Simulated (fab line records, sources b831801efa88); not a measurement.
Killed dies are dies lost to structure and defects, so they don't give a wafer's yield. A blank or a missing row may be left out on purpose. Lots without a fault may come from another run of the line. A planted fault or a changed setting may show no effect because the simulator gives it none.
Which tool did it? | flow gf180mcu | 24 lots, 72 wafers sampled, at 4 steps of a route of 602

WHAT THE GAUGES READ, wafer by wafer
GF_MIM_THK_MEAS_06. Usual: MIM_CVD_05_THK 42.0 nm, standard deviation 0.57.
lot  | measured     | on            | MIM_CVD_05_THK (nm) | flag
L074 | day 24 15:56 | film_metro-04 | 41.4 42.1 42.4      |
L075 | day 24 19:41 | film_metro-01 | 42.3 41.9 42.5      |
L076 | day 25 11:26 | film_metro-02 | 42.6 41.9 42.4      |
L077 | day 25 14:32 | film_metro-01 | 41.6 42.2 42.9      |
L078 | day 25 22:50 | film_metro-02 | 40.1 41.3 41.9      |
L079 | day 26 10:32 | film_metro-01 | 41.6 41.4 41.9      |
L080 | day 26 17:03 | film_metro-02 | 41.4 41.5 41.1      |
L081 | day 27 02:28 | film_metro-01 | 42.3 43.0 42.8      |
L082 | day 27 09:22 | film_metro-02 | 41.0 42.4 41.7      |
L083 | day 27 14:35 | film_metro-04 | 42.1 42.5 42.7      |
L084 | day 28 00:49 | film_metro-01 | 41.8 41.7 42.5      |
L085 | day 28 05:56 | film_metro-04 | 41.9 41.5 41.8      |
L086 | day 28 15:05 | film_metro-04 | 40.8 40.9 41.0      |
L087 | day 28 21:07 | film_metro-01 | 42.0 41.3 42.6      |
L088 | day 29 03:47 | film_metro-04 | 41.6 41.5 42.7      |
L089 | day 29 13:17 | film_metro-02 | 42.0 42.0 42.4      |
L090 | day 29 16:23 | film_metro-04 | 41.8 42.4 42.1      |
L091 | day 29 23:40 | film_metro-01 | 42.6 41.7 42.9      |
L092 | day 30 07:35 | film_metro-04 | 41.8 41.7 42.1      |
L093 | day 30 12:47 | film_metro-01 | 41.8 42.2 42.6      |
L094 | day 30 19:53 | film_metro-02 | 41.9 41.9 42.3      |
L095 | day 31 00:41 | film_metro-04 | 41.6 42.0 42.6      |
L096 | day 31 09:42 | film_metro-01 | 42.0 41.6 41.7      |
L097 | day 31 12:48 | film_metro-01 | 42.4 42.4 42.9      |

GF_MIM_RS_MEAS_10: measures by four-point-probe. Usual: MIM_ALCU_RS 0.1592 ohm/sq, standard deviation 0.002.
lot  | measured     | on            | MIM_ALCU_RS (ohm/sq) | flag
L074 | day 24 16:07 | film_metro-02 | 0.1558 0.1573 0.1571 |
L075 | day 24 19:51 | film_metro-02 | 0.1584 0.1594 0.1580 |
L076 | day 25 11:37 | film_metro-04 | 0.1573 0.1581 0.1584 |
L077 | day 25 14:43 | film_metro-04 | 0.1611 0.1597 0.1592 |
L078 | day 25 22:59 | film_metro-04 | 0.1625 0.1608 0.1629 |
L079 | day 26 10:42 | film_metro-01 | 0.1615 0.1598 0.1641 |
L080 | day 26 17:13 | film_metro-02 | 0.1606 0.1611 0.1607 |
L081 | day 27 02:38 | film_metro-02 | 0.1610 0.1586 0.1600 |
L082 | day 27 09:32 | film_metro-01 | 0.1573 0.1557 0.1564 |
L083 | day 27 14:44 | film_metro-01 | 0.1592 0.1572 0.1601 |
L084 | day 28 00:58 | film_metro-04 | 0.1598 0.1561 0.1587 |
L085 | day 28 06:06 | film_metro-01 | 0.1584 0.1593 0.1601 |
L086 | day 28 15:14 | film_metro-01 | 0.1613 0.1602 0.1625 |
L087 | day 28 21:16 | film_metro-04 | 0.1607 0.1597 0.1599 |
L088 | day 29 03:58 | film_metro-01 | 0.1542 0.1558 0.1560 |
L089 | day 29 13:28 | film_metro-04 | 0.1576 0.1611 0.1598 |
L090 | day 29 16:34 | film_metro-02 | 0.1608 0.1612 0.1602 |
L091 | day 29 23:50 | film_metro-04 | 0.1605 0.1599 0.1613 |
L092 | day 30 07:45 | film_metro-01 | 0.1563 0.1574 0.1562 |
L093 | day 30 12:56 | film_metro-04 | 0.1625 0.1616 0.1605 |
L094 | day 30 20:05 | film_metro-04 | 0.1602 0.1566 0.1596 |
L095 | day 31 00:50 | film_metro-01 | 0.1618 0.1607 0.1610 |
L096 | day 31 09:52 | film_metro-04 | 0.1599 0.1572 0.1588 |
L097 | day 31 12:59 | film_metro-04 | 0.1604 0.1607 0.1622 |

WHICH TOOL RAN EACH LOT (tool, then ch and the chambers of the sampled wafers, then the start)
lot  | GF_V2_CMP_04                  | GF_MIM_SPUTTER_07
L074 | cmp-01 ch 2,3, day 19 10:27   | pvd_sputter-02, day 24 15:58
L075 | cmp-01 ch 0,1,2, day 19 14:40 | pvd_sputter-01, day 24 19:44
L076 | cmp-02 ch 1,2, day 20 07:43   | pvd_sputter-02, day 25 11:28
L077 | cmp-01 ch 0,1,3, day 20 11:41 | pvd_sputter-04, day 25 14:34
L078 | cmp-01 ch 0,1, day 20 22:20   | pvd_sputter-04, day 25 22:53
L079 | cmp-02 ch 1,2,3, day 21 10:16 | pvd_sputter-04, day 26 10:35
L080 | cmp-01 ch 0,2,3, day 21 17:41 | pvd_sputter-04, day 26 17:07
L081 | cmp-02 ch 0,1, day 22 04:09   | pvd_sputter-01, day 27 02:31
L082 | cmp-02 ch 0,1, day 22 12:29   | pvd_sputter-04, day 27 09:24
L083 | cmp-01 ch 2,3, day 22 18:43   | pvd_sputter-04, day 27 14:38
L084 | cmp-01 ch 0,1,3, day 23 07:35 | pvd_sputter-02, day 28 00:52
L085 | cmp-02 ch 1,2, day 23 11:49   | pvd_sputter-02, day 28 05:59
L086 | cmp-01 ch 2,3, day 23 22:25   | pvd_sputter-04, day 28 15:08
L087 | cmp-01 ch 0,1,2, day 24 04:01 | pvd_sputter-01, day 28 21:10
L088 | cmp-01 ch 1,2,3, day 24 11:27 | pvd_sputter-02, day 29 03:50
L089 | cmp-02 ch 1,2,3, day 24 21:15 | pvd_sputter-02, day 29 13:19
L090 | cmp-01 ch 0,1,3, day 25 02:02 | pvd_sputter-01, day 29 16:25
L091 | cmp-02 ch 0,3, day 25 08:53   | pvd_sputter-01, day 29 23:43
L092 | cmp-01 ch 2,3, day 25 18:52   | pvd_sputter-04, day 30 07:38
L093 | cmp-02 ch 0,1, day 26 00:39   | pvd_sputter-04, day 30 12:50
L094 | cmp-02 ch 1,2, day 26 07:50   | pvd_sputter-02, day 30 19:56
L095 | cmp-02 ch 1,2, day 26 15:04   | pvd_sputter-01, day 31 00:44
L096 | cmp-01 ch 0,2, day 27 00:52   | pvd_sputter-02, day 31 09:46
L097 | cmp-01 ch 0,1, day 27 03:49   | pvd_sputter-04, day 31 12:50
- GF_V2_CMP_04: polishes SiO2.
- GF_MIM_SPUTTER_07: material TiN, target thk 60 nm, time 50 s.

WHAT THE TOOLS THEMSELVES READ (means of the sampled wafers that have a number; where no wafer has one, the mark that the record gives instead)
GF_V2_CMP_04. Usual: head_pressure_psi 4.000 psi, standard deviation 0.009; motor_current_A 12.0 A, standard deviation 0.97; slurry_filter_dp_kPa 13.50 kPa, standard deviation 0.12; time_to_endpoint_s 79 s, standard deviation 5.6.
lot  | tool   | head_pressure_psi (psi) | motor_current_A (A) | slurry_filter_dp_kPa (kPa) | time_to_endpoint_s (s) | flag
L074 | cmp-01 | 3.998                   | 12.2                | 13.50                      | 80                     |
L075 | cmp-01 | 3.999                   | 11.7                | 13.53                      | 85                     |
L076 | cmp-02 | 4.001                   | 11.6                | 13.47                      | 84                     |
L077 | cmp-01 | 4.002                   | 12.1                | 13.33                      | 77                     |
L078 | cmp-01 | 3.989                   | 11.7                | 13.51                      | 84                     |
L079 | cmp-02 | 4.005                   | 12.1                | 13.44                      | 71                     |
L080 | cmp-01 | 3.996                   | 12.2                | 13.47                      | 83                     |
L081 | cmp-02 | 4.004                   | 13.2                | 13.59                      | 79                     |
L082 | cmp-02 | 3.998                   | 11.5                | 13.51                      | 83                     |
L083 | cmp-01 | 3.995                   | 12.4                | 13.46                      | 82                     |
L084 | cmp-01 | 4.002                   | 12.2                | 13.48                      | 72                     |
L085 | cmp-02 | 4.007                   | 12.1                | 13.39                      | 78                     |
L086 | cmp-01 | 3.987                   | 12.4                | 13.61                      | 78                     |
L087 | cmp-01 | 3.995                   | 11.6                | 13.49                      | 76                     |
L088 | cmp-01 | 4.006                   | 11.7                | 13.51                      | 80                     |
L089 | cmp-02 | 4.006                   | 12.0                | 13.51                      | 80                     |
L090 | cmp-01 | 3.996                   | 12.2                | 13.45                      | 79                     |
L091 | cmp-02 | 4.004                   | 12.9                | 13.62                      | 83                     |
L092 | cmp-01 | 4.002                   | 12.1                | 13.61                      | 80                     |
L093 | cmp-02 | 4.001                   | 12.9                | 13.56                      | 78                     |
L094 | cmp-02 | 3.994                   | 11.6                | 13.45                      | 79                     |
L095 | cmp-02 | 3.999                   | 12.4                | 13.45                      | 76                     |
L096 | cmp-01 | 4.007                   | 12.2                | 13.39                      | 73                     |
L097 | cmp-01 | 3.989                   | 12.0                | 13.50                      | 80                     |

GF_MIM_SPUTTER_07. Usual: throttle_valve_pct 29.8 %, standard deviation 0.97.
lot  | tool           | throttle_valve_pct (%) | flag
L074 | pvd_sputter-02 | 30.6                   |
L075 | pvd_sputter-01 | 30.0                   |
L076 | pvd_sputter-02 | 30.6                   |
L077 | pvd_sputter-04 | 29.1                   |
L078 | pvd_sputter-04 | 29.1                   |
L079 | pvd_sputter-04 | 30.0                   |
L080 | pvd_sputter-04 | 29.7                   |
L081 | pvd_sputter-01 | 29.2                   |
L082 | pvd_sputter-04 | 28.7                   |
L083 | pvd_sputter-04 | 29.9                   |
L084 | pvd_sputter-02 | 30.0                   |
L085 | pvd_sputter-02 | 30.6                   |
L086 | pvd_sputter-04 | 29.4                   |
L087 | pvd_sputter-01 | 29.4                   |
L088 | pvd_sputter-02 | 30.8                   |
L089 | pvd_sputter-02 | 30.5                   |
L090 | pvd_sputter-01 | 29.1                   |
L091 | pvd_sputter-01 | 29.3                   |
L092 | pvd_sputter-04 | 29.5                   |
L093 | pvd_sputter-04 | 29.5                   |
L094 | pvd_sputter-02 | 30.1                   |
L095 | pvd_sputter-01 | 29.9                   |
L096 | pvd_sputter-02 | 30.5                   |
L097 | pvd_sputter-04 | 29.1                   |

THE ANSWER, worked out from the rows above alone
Rule: a lot is off if the mean of its wafers that have a number lies more than 3 standard deviations from the usual mean. A lot without any number at a reading at which 4 lots or more have one is off too. The other lots that the step has rows for count as sound. The gauges are gone through in route order, then the tools' own readings, and for those a lot's mean is taken as printed above. The first step at which some lot is off is used, and at that step the reading that is off furthest; a lot without a number counts as furthest.
No lot is off at any reading shown: from this, nothing can be told.

WHAT THE SIMULATOR HAD PUT IN
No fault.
